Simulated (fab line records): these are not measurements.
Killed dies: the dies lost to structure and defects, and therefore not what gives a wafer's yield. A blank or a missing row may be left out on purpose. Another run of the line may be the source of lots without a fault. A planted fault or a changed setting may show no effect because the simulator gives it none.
2 desks looking at one fault ; flow sky130 ; numbers are kept per desk, each desk with only its own; the story behind them comes last

== AT THE METROLOGY DESK ==
Means of the sampled wafers that have a number, per lot and without regard to the tool the lot ran on: this is what the gauges read. Marked OUT: a lot whose mean sits more than 4 standard deviations from the usual mean, which makes it out of limits; the brackets give that distance.
Columns: A = VIA3_W_RS at SKY_VIA3_RS_MEAS_22, usual 0.291 ohm/sq
lot;first seen here;A
L409;day 40 01:23;0.295
L410;day 40 03:26;0.288
L411;day 40 14:36;0.285
L412;day 40 21:16;0.292
L413;day 41 00:47;0.290
L419;day 42 22:56;0.293
L421;day 43 10:04;0.294
L422;day 43 16:38;0.297
L424;day 44 05:08;0.288
L427;day 45 02:13;0.293
L428;day 45 12:38;0.295
L431;day 46 02:14;0.291
This desk's verdict: no lot among the 12 shows anything out of limits.

== FOR THE TOOL OWNER'S DESK: pecvd-02 ==
The tool's own readings at SKY_CAPM_CVD_00 (deposits SiO2, target thk 15.5 nm): means of the sampled wafers that have a number, for each lot that ran on this tool. Marked OUT: a lot whose mean sits more than 4 standard deviations from the usual mean, which makes it out of limits; the brackets give that distance.
Columns: A = heaterPowerW at SKY_CAPM_CVD_00, usual 691 W
lot;first seen here;A
L413;day 37 18:21;683
L419;day 39 19:57;680
L422;day 40 14:04;724
This desk's verdict: no lot among the 3 shows anything out of limits.

== ALL TOGETHER ==
At the metrology desk, nothing out of limits was observed.
The tool owner's desk saw nothing out of limits.

== WHAT THE SIMULATOR HAD INSERTED ==
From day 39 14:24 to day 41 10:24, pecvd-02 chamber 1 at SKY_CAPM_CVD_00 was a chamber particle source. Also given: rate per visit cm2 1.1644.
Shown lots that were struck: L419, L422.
